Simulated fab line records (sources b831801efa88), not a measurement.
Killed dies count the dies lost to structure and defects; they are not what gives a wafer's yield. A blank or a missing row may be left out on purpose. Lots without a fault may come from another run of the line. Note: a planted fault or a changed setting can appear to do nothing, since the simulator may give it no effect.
A single fault, viewed from 2 desks :: flow sky130 :: numbers are kept per desk, each desk with only its own; the story behind them comes last
Where a reading is given only as a bound, like >300, the bound stands for it, and a mean or a difference that rests on one is marked > or <: the true number lies beyond.

THE TOOL OWNER'S DESK: pvd sputter-02
The tool's own readings at SKY_CAPM_SPUTTER_02 (material TiN, target thk 200 nm, time 166.7 s): means of the sampled wafers that have a number, for each lot that ran on this tool. If a lot's mean is further than 4 standard deviations from the usual mean, the lot is out of limits and carries the mark OUT (the distance appears in the brackets).
Columns: A = cathode dc power W at SKY_CAPM_SPUTTER_02, usual 6500.0 W; B = chamber pressure pa at SKY_CAPM_SPUTTER_02, usual 0.4000 Pa; C = throttle valve pct at SKY_CAPM_SPUTTER_02, usual 30.2 %
lot: L823
first seen here: day 37 17:33
A: 6499.7
B: 0.3989
C: 30.2

lot: L824
first seen here: day 38 13:51
A: 6500.0
B: 0.3998
C: 30.6

lot: L837
first seen here: day 41 13:47
A: 6500.3
B: 0.4004
C: 30.2

lot: L838
first seen here: day 41 23:50
A: 6500.8
B: 0.3997
C: 30.1

lot: L839
first seen here: day 42 08:36
A: 6499.2
B: 0.3995
C: 30.1

lot: L840
first seen here: day 42 11:04
A: 6501.4
B: 0.4001
C: 30.6

lot: L842
first seen here: day 42 21:35
A: 6501.0
B: 0.3998
C: 29.8
This desk's verdict: no lot among the 7 shows anything out of limits.

METROLOGY DESK
Means of the sampled wafers that have a number, per lot and without regard to the tool the lot ran on: this is what the gauges read. If a lot's mean is further than 4 standard deviations from the usual mean, the lot is out of limits and carries the mark OUT (the distance appears in the brackets).
Columns: A = VIA2_W_RS at SKY_VIA2_RS_MEAS_22, usual 0.2721 ohm/sq; B = CAPM_TIN_RS at SKY_CAPM_RS_MEAS_03, usual 6.89 ohm/sq; C = CAPM_TIN_THK at SKY_CAPM_THK_MEAS_04, usual 201.2 nm
lot: L819
first seen here: day 36 02:26
A: 0.2740
B: 6.94
C: 202.0

lot: L821
first seen here: day 36 19:01
A: 0.2726
B: 6.97
C: 199.8

lot: L823
first seen here: day 37 16:51
A: 0.2725
B: 7.09
C: 195.0

lot: L824
first seen here: day 38 13:12
A: 0.2719
B: 6.85
C: 201.9

lot: L826
first seen here: day 38 19:14
A: 0.2760
B: 7.00
C: 197.6

lot: L830
first seen here: day 39 22:20
A: 0.2707
B: 6.78
C: 204.3

lot: L831
first seen here: day 40 03:30
A: 0.2741
B: -
C: <0.0 (<-77) OUT

lot: L832
first seen here: day 40 12:38
A: 0.2707
B: -
C: <0.0 (<-77) OUT

lot: L833
first seen here: day 40 19:26
A: 0.2709
B: -
C: <0.0 (<-77) OUT

lot: L834
first seen here: day 40 20:49
A: 0.2759
B: 6.94
C: 201.2

lot: L837
first seen here: day 41 13:08
A: 0.2700
B: 6.88
C: 199.8

lot: L838
first seen here: day 41 23:10
A: 0.2728
B: 6.94
C: 199.4

lot: L839
first seen here: day 42 07:54
A: 0.2704
B: 6.87
C: 202.4

lot: L840
first seen here: day 42 10:21
A: 0.2693
B: 6.92
C: 202.0

lot: L842
first seen here: day 42 20:54
A: 0.2717
B: 6.86
C: 202.0
This desk reports L831, L832, L833 out of limits; the earliest was L831 at day 40 04:26 (CAPM_TIN_THK at SKY_CAPM_THK_MEAS_04). L819, L821, L823, L824, L826, L830, L834, L837, L838, L839, L840, L842: within limits.

ALL TOGETHER
Metrology desk: alarm possible at day 40 04:26 on L831, L832, L833.
The tool owner's desk saw nothing out of limits.
The tool owner's desk has no number on record for L831, L832, L833.
All the named lots went through SKY_CAPM_SPUTTER_02 on pvd sputter-02.

WHAT WAS PUT IN BY THE SIMULATOR
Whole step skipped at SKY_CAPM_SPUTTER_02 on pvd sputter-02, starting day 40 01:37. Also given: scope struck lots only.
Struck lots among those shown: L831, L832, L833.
Per desk, hours elapsed from the start of the fault to the first reading out of limits: for the metrology desk, 3.
